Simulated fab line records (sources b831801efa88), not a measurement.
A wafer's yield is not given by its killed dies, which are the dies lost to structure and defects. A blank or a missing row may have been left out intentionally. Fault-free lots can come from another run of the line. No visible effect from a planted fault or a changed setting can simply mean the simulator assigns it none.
Matching of chambers | flow gf180mcu | GF_V1_CVD_02 on pecvd-02 has 3 sister chambers
The step deposits SiO2 from TEOS, target thk 850 nm, time 94.851 s. 14 wafers are shown with their chamber, then 7 later ones without.

== WAFERS, EACH WITH ITS CHAMBER ==
wafer  | chamber | heater_power_w (W)
L570.2 | 2       | 733
L570.3 | 1       | 548
L570.5 | 2       | 796
L572.1 | 1       | 536
L572.2 | 2       | 767
L572.4 | 1       | 417
L580.1 | 1       | 465
L580.4 | 0       | 843
L580.5 | 1       | 536
L582.1 | 0       | 902
L582.5 | 2       | 641
L582.6 | 1       | 498
L583.3 | 1       | 478
L583.4 | 2       | 639

SIGNATURES (averages over the wafers above)
reading        | chamber 0 | chamber 1 | chamber 2 | scatter within a chamber
heater_power_w | 872.50    | 496.86    | 715.20    | 57.2
Rule: distance of a wafer from a chamber = root of the sum over the readings of ((wafer's reading minus chamber's mean) / reading's scatter) squared. The wafer belongs to the nearest chamber; if the next one is less than 2 further off, it can't be placed. The scatter is the square root of a quotient: the sum, over the shown wafers, of each reading's squared deviation from its chamber's mean, divided by wafers minus chambers.

== WAFERS WITH NO CHAMBER GIVEN ==
wafer  | heater_power_w (W)
L583.5 | 726
L585.1 | 715
L585.3 | 901
L585.4 | 525
L586.1 | 753
L586.5 | 832
L586.6 | 548

== WHICH CHAMBER EACH WENT THROUGH ==
wafer  | from the rows above     | in truth
L583.5 | 2                       | 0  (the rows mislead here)
L585.1 | 2                       | 2
L585.3 | 0                       | 0
L585.4 | 1                       | 1
L586.1 | can't be placed: 2 or 0 | 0
L586.5 | can't be placed: 0 or 2 | 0
L586.6 | 1                       | 1
Placed correctly: 4 of 7. Cannot be placed on the basis of these rows: 2; the candidates contain the true chamber in 2. Wrongly placed: 1.
